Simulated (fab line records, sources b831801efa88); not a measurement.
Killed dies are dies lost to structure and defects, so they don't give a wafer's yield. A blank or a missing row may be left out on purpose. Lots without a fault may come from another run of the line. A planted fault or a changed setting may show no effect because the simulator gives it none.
Chamber matching | flow sky130 | SKY_FIELD_ISO_ETCH_14 on rie_diel-04: 4 sister chambers
The step etches BARC in N2/H2, stops on SiO2, time 45.9 s, target depth 60 nm. 4 wafers are shown with their chamber, then 7 later ones without.

WAFERS WITH THEIR CHAMBER
wafer  | chamber | drypump_motor_current_A (A)
L088.1 | 0       | 5.5
L088.3 | 1       | 5.6
L089.3 | 2       | 5.7
L089.4 | 3       | 5.3

WAFERS WITHOUT THEIR CHAMBER
wafer  | drypump_motor_current_A (A)
L089.5 | 5.6
L093.1 | 5.4
L093.3 | 5.7
L093.5 | 5.4
L096.1 | 5.6
L096.3 | 5.5
L096.4 | 5.3

WHICH CHAMBER EACH WENT THROUGH
wafer  | from the rows above          | in truth
L089.5 | can't be placed: 1 or 0 or 2 | 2
L093.1 | can't be placed: 0 or 3 or 1 | 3
L093.3 | can't be placed: 2 or 1      | 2
L093.5 | can't be placed: 0 or 3 or 1 | 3
L096.1 | can't be placed: 1 or 0 or 2 | 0
L096.3 | can't be placed: 0 or 1      | 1
L096.4 | 3                            | 3
Placed correctly: 1 of 7. Can't be placed from these rows: 6 (the true chamber is among the candidates in 6). Placed wrongly: 0.
How it was worked out, from the rows above alone: a wafer's distance from a chamber is the root of the sum, over the readings, of the square of ((its reading less the chamber's mean) divided by the reading's scatter). The wafer belongs to the nearest chamber; if the next one is less than 2 further off, it can't be placed. A chamber's mean is the mean of its shown wafers. The scatter: with one shown wafer a chamber, the root of the mean of the squares of how far each hidden wafer lies from its nearest shown one.
